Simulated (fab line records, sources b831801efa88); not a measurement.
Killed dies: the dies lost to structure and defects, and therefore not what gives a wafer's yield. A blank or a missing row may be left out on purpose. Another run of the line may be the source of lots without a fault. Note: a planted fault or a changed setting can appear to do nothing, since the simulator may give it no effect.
Which tool is to blame? | flow gf180mcu | 33 wafers from 11 lots sampled at 5 of the route's 602 steps

## WHAT THE GAUGES READ, wafer by wafer
GF_VT_IMPLANT_RS_MEAS_48: a four-point-probe measurement.
lot  | measured     | on            | LVPWELL_RS (ohm/sq)
L374 | day 8 18:05  | film-metro-02 | 1193.8 1193.3 1193.2
L376 | day 9 12:17  | film-metro-03 | 1201.3 1197.2 1199.2
L378 | day 9 23:41  | film-metro-01 | 1194.4 1198.4 1200.9
L379 | day 10 11:22 | film-metro-03 | 1197.5 1195.2 1199.4
L380 | day 10 16:35 | film-metro-03 | 1195.4 1196.9 1196.1
L381 | day 10 21:26 | film-metro-02 | 1194.5 1195.8 1193.2
L384 | day 11 20:05 | film-metro-02 | 1195.3 1195.5 1193.7
L385 | day 12 06:47 | film-metro-02 | 1191.1 1194.7 1194.0
L386 | day 13 00:55 | film-metro-01 | 1200.6 1195.7 1200.9
L387 | day 12 22:52 | film-metro-02 | 1194.4 1193.9 1196.2
L392 | day 14 03:04 | film-metro-03 | 1194.0 1195.5 1197.1

## TOOL THAT RAN EACH LOT (tool first, then ch and the chambers of the sampled wafers, then the start)
lot  | GF_STI_ETCH_13                    | GF_NWELL_COAT_02                 | GF_NWELL_STRIP_10                   | GF_VT_IMPLANT_STRIP_31
L374 | rie-diel-04 ch 0,2,3, day 3 02:52 | litho-track-02 ch 0, day 4 03:28 | plasma-asher-02 ch 0,1, day 4 10:28 | plasma-asher-02 ch 0,1, day 8 00:38
L376 | rie-diel-04 ch 0,1,3, day 3 13:26 | litho-track-03 ch 0, day 4 14:43 | plasma-asher-01 ch 1, day 4 21:52   | plasma-asher-03 ch 0, day 8 18:07
L378 | rie-diel-02 ch 0,1,3, day 4 00:49 | litho-track-02 ch 0, day 5 01:34 | plasma-asher-02 ch 0,1, day 5 08:37 | plasma-asher-01 ch 0,1, day 9 05:55
L379 | rie-diel-01 ch 2,3, day 4 05:10   | litho-track-03 ch 0, day 5 09:10 | plasma-asher-02 ch 0,1, day 5 16:44 | plasma-asher-03 ch 0,1, day 9 16:33
L380 | rie-diel-02 ch 0,1, day 4 09:55   | litho-track-02 ch 0, day 5 13:26 | plasma-asher-01 ch 0,1, day 5 20:30 | plasma-asher-03 ch 0,1, day 9 21:56
L381 | rie-diel-04 ch 2,3, day 4 14:53   | litho-track-03 ch 0, day 5 17:35 | plasma-asher-01 ch 0, day 6 00:28   | plasma-asher-03 ch 0,1, day 10 02:35
L384 | rie-diel-04 ch 1,2,3, day 5 06:46 | litho-track-02 ch 0, day 6 09:40 | plasma-asher-02 ch 0,1, day 6 17:19 | plasma-asher-02 ch 0,1, day 11 00:40
L385 | rie-diel-04 ch 0,2,3, day 5 12:38 | litho-track-02 ch 0, day 6 17:55 | plasma-asher-03 ch 0,1, day 7 01:44 | plasma-asher-03 ch 0,1, day 11 11:20
L386 | rie-diel-02 ch 0,1,2, day 5 16:35 | litho-track-03 ch 0, day 7 07:46 | plasma-asher-01 ch 0,1, day 7 16:40 | plasma-asher-01 ch 0,1, day 12 04:16
L387 | rie-diel-01 ch 0,1, day 5 21:45   | litho-track-02 ch 0, day 7 06:29 | plasma-asher-02 ch 0,1, day 7 15:23 | plasma-asher-01 ch 0,1, day 12 03:04
L392 | rie-diel-02 ch 1,2,3, day 7 00:01 | litho-track-03 ch 0, day 8 03:59 | plasma-asher-01 ch 0,1, day 8 12:53 | plasma-asher-02 ch 0,1, day 13 05:55
- GF_STI_ETCH_13: etches the open film in CHF3/O2, stops on Si, target depth 282.31 nm, time 112.9 s.
- GF_NWELL_COAT_02: resist thk 3000 nm.
- GF_NWELL_STRIP_10: strips in O2/N2.
- GF_VT_IMPLANT_STRIP_31: strips in O2/N2.

## AS READ BY THE TOOLS THEMSELVES (means over the sampled wafers that have a number; for cases with no such wafer, the mark the record gives instead)
GF_STI_ETCH_13.
lot  | tool        | chamber-pressure-mTorr (mTorr) | drypump-motor-current-A (A) | oes-product-au (a.u.) | rf-fwd-power-W (W) | throttle-valve-pct (%)
L374 | rie-diel-04 | 39.98                          | 5.6                         | 0.830                 | 598.2              | 8.808
L376 | rie-diel-04 | 40.04                          | 5.8                         | 0.832                 | 596.7              | 8.809
L378 | rie-diel-02 | 39.99                          | 5.9                         | 0.835                 | 596.7              | 8.801
L379 | rie-diel-01 | 40.01                          | 5.2                         | 0.831                 | 597.6              | 8.810
L380 | rie-diel-02 | 39.98                          | 6.1                         | 0.830                 | 597.2              | 8.804
L381 | rie-diel-04 | 40.01                          | 5.4                         | 0.831                 | 599.7              | 8.813
L384 | rie-diel-04 | 39.96                          | 5.4                         | 0.825                 | 596.6              | 8.812
L385 | rie-diel-04 | 40.01                          | 5.7                         | 0.833                 | 596.0              | 8.806
L386 | rie-diel-02 | 40.04                          | 6.0                         | 0.837                 | 596.1              | 8.824
L387 | rie-diel-01 | 40.01                          | 5.6                         | 0.841                 | 596.5              | 8.812
L392 | rie-diel-02 | 40.00                          | 5.8                         | 0.832                 | 596.7              | 8.823

GF_NWELL_COAT_02.
lot  | tool           | resist-line-temp-C (C) | spin-speed-rpm (rpm)
L374 | litho-track-02 | 23.02                  | 1999.2
L376 | litho-track-03 | 22.86                  | 2000.2
L378 | litho-track-02 | 22.94                  | 1999.5
L379 | litho-track-03 | 23.05                  | 2001.2
L380 | litho-track-02 | 23.10                  | 2000.5
L381 | litho-track-03 | 22.84                  | 2002.3
L384 | litho-track-02 | 23.01                  | 1998.8
L385 | litho-track-02 | 23.00                  | 1999.8
L386 | litho-track-03 | 23.08                  | 1999.4
L387 | litho-track-02 | 22.93                  | 2000.8
L392 | litho-track-03 | 23.02                  | 1998.8

GF_NWELL_STRIP_10.
lot  | tool            | chamber-pressure-mTorr (mTorr) | drypump-motor-current-A (A) | heater-power-w (W) | oes-product-au (a.u.) | strip-time-to-endpoint-s (s)
L374 | plasma-asher-02 | 1498.9                         | 6.4                         | 351                | 0.724                 | 37.00
L376 | plasma-asher-01 | 1500.4                         | 5.4                         | 448                | 0.722                 | 37.02
L378 | plasma-asher-02 | 1500.0                         | 6.4                         | 353                | 0.724                 | 36.96
L379 | plasma-asher-02 | 1500.2                         | 6.4                         | 327                | 0.725                 | 36.96
L380 | plasma-asher-01 | 1500.7                         | 5.6                         | 357                | 0.723                 | 37.06
L381 | plasma-asher-01 | 1500.0                         | 5.7                         | 308                | 0.724                 | 36.82
L384 | plasma-asher-02 | 1499.5                         | 6.4                         | 341                | 0.718                 | 37.14
L385 | plasma-asher-03 | 1499.8                         | 5.9                         | 350                | 0.720                 | 36.28
L386 | plasma-asher-01 | 1500.6                         | 5.6                         | 355                | 0.721                 | 36.95
L387 | plasma-asher-02 | 1499.8                         | 6.4                         | 326                | 0.725                 | 36.21
L392 | plasma-asher-01 | 1499.3                         | 5.5                         | 407                | 0.722                 | 36.93

GF_VT_IMPLANT_STRIP_31.
lot  | tool            | chamber-pressure-mTorr (mTorr) | drypump-motor-current-A (A) | heater-power-w (W) | oes-product-au (a.u.) | strip-time-to-endpoint-s (s)
L374 | plasma-asher-02 | 1500.1                         | 6.4                         | 330                | 0.720                 | 12.73
L376 | plasma-asher-03 | 1500.2                         | 6.0                         | 323                | 0.716                 | 12.66
L378 | plasma-asher-01 | 1500.2                         | 5.6                         | 354                | 0.718                 | 12.61
L379 | plasma-asher-03 | 1500.8                         | 5.8                         | 355                | 0.711                 | 12.66
L380 | plasma-asher-03 | 1500.9                         | 5.8                         | 348                | 0.714                 | 12.57
L381 | plasma-asher-03 | 1499.7                         | 5.9                         | 338                | 0.719                 | 12.56
L384 | plasma-asher-02 | 1500.9                         | 6.4                         | 352                | 0.718                 | 12.63
L385 | plasma-asher-03 | 1498.8                         | 5.9                         | 337                | 0.716                 | 12.61
L386 | plasma-asher-01 | 1500.6                         | 5.6                         | 356                | 0.717                 | 12.67
L387 | plasma-asher-01 | 1499.2                         | 5.6                         | 362                | 0.715                 | 12.60
L392 | plasma-asher-02 | 1501.5                         | 6.4                         | 351                | 0.714                 | 12.66

## THE ANSWER, worked out from the rows above alone
Rule: usual is defined by the lots themselves. Put in order of their means at a reading, lots are off if they are a third of the lots or fewer, leave a main group of 4 or more, and stand apart from it by a gap of 3 or more times the standard deviation of the main group's means; of several such gaps the widest counts. If all means in a main group match to the digits the tables above print for the reading, that group is not used. A lot without any number at a reading at which 4 lots or more have one is off too. The other lots that the step has rows for count as sound. Order of review: gauges by route order, followed by the tools' own readings, for which a lot's mean as printed above is used. At the first step where some lot is off, the reading lying furthest off is the one used; lots without a number count as furthest.
Off at GF_NWELL_STRIP_10 (strip-time-to-endpoint-s): L385, L387. The main group has a mean of 36.98 s with a standard deviation of 0.084.
A tool fits if, at that step or a process step before it, it ran every lot that is off, and no sound lot after the first of them. One fits: GF_NWELL_COAT_02 on litho-track-02. A fault onset in the window from L384 (day 6 09:40, its last sound lot) to L385 (day 6 17:55, its first lot off) fits.

## WHAT WAS PUT IN BY THE SIMULATOR
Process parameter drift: litho-track-02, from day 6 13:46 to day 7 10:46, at GF_NWELL_COAT_02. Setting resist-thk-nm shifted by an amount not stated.
Lots struck among those shown: L385, L387. Same finding as the rule above.
